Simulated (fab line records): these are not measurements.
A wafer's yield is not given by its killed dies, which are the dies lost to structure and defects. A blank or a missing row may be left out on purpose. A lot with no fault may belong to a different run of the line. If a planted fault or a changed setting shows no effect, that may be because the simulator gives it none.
Chamber matching + flow gf180mcu + GF_V1_CVD_02 on pecvd-02: 3 sister chambers
The step deposits SiO2 from TEOS, target thk 850 nm, time 94.851 s. 3 wafers are shown with their chamber, then 7 later ones without.

## WAFERS, EACH WITH ITS CHAMBER
| wafer  | chamber | heater-power-w (W) |
|--------|---------|--------------------|
| L175.3 | 0       | 678                |
| L178.1 | 2       | 780                |
| L178.4 | 1       | 625                |

## WAFERS MISSING THEIR CHAMBER
| wafer  | heater-power-w (W) |
|--------|--------------------|
| L178.5 | 626                |
| L179.4 | 520                |
| L179.5 | 648                |
| L179.6 | 788                |
| L180.1 | 567                |
| L180.4 | 798                |
| L180.5 | 729                |

## CHAMBER TAKEN BY EACH
| wafer  | from the rows above          | in truth                   |
|--------|------------------------------|----------------------------|
| L178.5 | can't be placed: 1 or 0      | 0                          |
| L179.4 | can't be placed: 1 or 0      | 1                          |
| L179.5 | can't be placed: 1 or 0      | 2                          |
| L179.6 | 2                            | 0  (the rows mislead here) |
| L180.1 | can't be placed: 1 or 0      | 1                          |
| L180.4 | 2                            | 2                          |
| L180.5 | can't be placed: 0 or 2 or 1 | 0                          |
1 of 7 placed correctly. Not placeable from these rows: 5 (in 4, the candidates include the true chamber). Number placed wrongly: 1.
How it was worked out, from the rows above alone: a wafer's distance from a chamber is the root of the sum, over the readings, of the square of ((its reading less the chamber's mean) divided by the reading's scatter). The wafer belongs to the nearest chamber; if the next one is less than 2 further off, it can't be placed. A chamber's mean is the mean of its shown wafers. The scatter: with one shown wafer a chamber, the root of the mean of the squares of how far each hidden wafer lies from its nearest shown one.
